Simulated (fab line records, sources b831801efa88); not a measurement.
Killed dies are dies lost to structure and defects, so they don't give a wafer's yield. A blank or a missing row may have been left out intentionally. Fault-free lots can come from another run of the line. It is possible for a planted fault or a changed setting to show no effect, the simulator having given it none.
Which tool did it? / flow sky130 / 6 lots, 18 wafers sampled, at 4 steps of a route of 708

## WHAT THE GAUGES SHOWED, per wafer
SKY_PAD_OPEN_BOW_MEAS_13.
lot=L974; measured=day 46 00:11; on=film metro-02; PAD_OPEN_BOW (um)=60 66 47
lot=L978; measured=day 47 06:05; on=film metro-04; PAD_OPEN_BOW (um)=54 41 64
lot=L980; measured=day 47 20:03; on=film metro-03; PAD_OPEN_BOW (um)=47 39 49
lot=L985; measured=day 49 03:36; on=film metro-02; PAD_OPEN_BOW (um)=43 44 44
lot=L987; measured=day 49 16:31; on=film metro-03; PAD_OPEN_BOW (um)=35 43 52
lot=L995; measured=day 50 20:14; on=film metro-03; PAD_OPEN_BOW (um)=49 52 47

## WHICH TOOL RAN EACH LOT (tool, then ch and the chambers of the sampled wafers, then the start)
lot=L974; SKY_CAPM_METAL_ETCH_13=rie metal-02 ch 0,1, day 37 19:13; SKY_METAL5_SPUTTER_00=pvd sputter-01, day 43 02:17; SKY_METAL5_METAL_ETCH_15=rie metal-01 ch 0,1, day 44 01:20
lot=L978; SKY_CAPM_METAL_ETCH_13=rie metal-01 ch 1, day 39 05:01; SKY_METAL5_SPUTTER_00=pvd sputter-02, day 44 11:56; SKY_METAL5_METAL_ETCH_15=rie metal-04 ch 0,1, day 45 10:04
lot=L980; SKY_CAPM_METAL_ETCH_13=rie metal-01 ch 0,1, day 39 21:22; SKY_METAL5_SPUTTER_00=pvd sputter-02, day 45 02:12; SKY_METAL5_METAL_ETCH_15=rie metal-04 ch 0,1, day 45 23:59
lot=L985; SKY_CAPM_METAL_ETCH_13=rie metal-04 ch 1, day 41 14:48; SKY_METAL5_SPUTTER_00=pvd sputter-01, day 46 15:11; SKY_METAL5_METAL_ETCH_15=rie metal-01 ch 0,1, day 47 11:07
lot=L987; SKY_CAPM_METAL_ETCH_13=rie metal-04 ch 0,1, day 42 09:16; SKY_METAL5_SPUTTER_00=pvd sputter-04, day 47 06:24; SKY_METAL5_METAL_ETCH_15=rie metal-01 ch 0,1, day 48 01:31
lot=L995; SKY_CAPM_METAL_ETCH_13=rie metal-01 ch 0, day 43 23:19; SKY_METAL5_SPUTTER_00=pvd sputter-04, day 48 12:45; SKY_METAL5_METAL_ETCH_15=rie metal-04 ch 0,1, day 49 06:44
- SKY_CAPM_METAL_ETCH_13: etches TiN in Cl2/BCl3, stops on SiO2, target depth 220 nm, time 62.9 s.
- SKY_METAL5_SPUTTER_00: material Ti, target thk 15 nm, time 10 s.
- SKY_METAL5_METAL_ETCH_15: etches the open film in Cl2/BCl3, stops on SiO2, target depth 1260 nm, time 252 s.

## THE ANSWER, worked out from the rows above alone
Rule: the lots themselves supply what counts as usual. The widest of any qualifying gaps counts: lots, ordered by their means at a reading, are off when they make up no more than a third of the lots, leave a main group of 4 or more, and stand apart from it by 3 or more times the standard deviation of that group's means. The tables above print the reading to a certain number of digits; a main group whose means all agree to those digits is not used. Also off: a lot with no number at a reading for which 4 or more lots have one. Where the step has rows for the other lots, those lots are counted as sound.
Across all readings shown, no lot is off: no conclusion can be drawn from this.

## WHAT WAS PUT IN BY THE SIMULATOR
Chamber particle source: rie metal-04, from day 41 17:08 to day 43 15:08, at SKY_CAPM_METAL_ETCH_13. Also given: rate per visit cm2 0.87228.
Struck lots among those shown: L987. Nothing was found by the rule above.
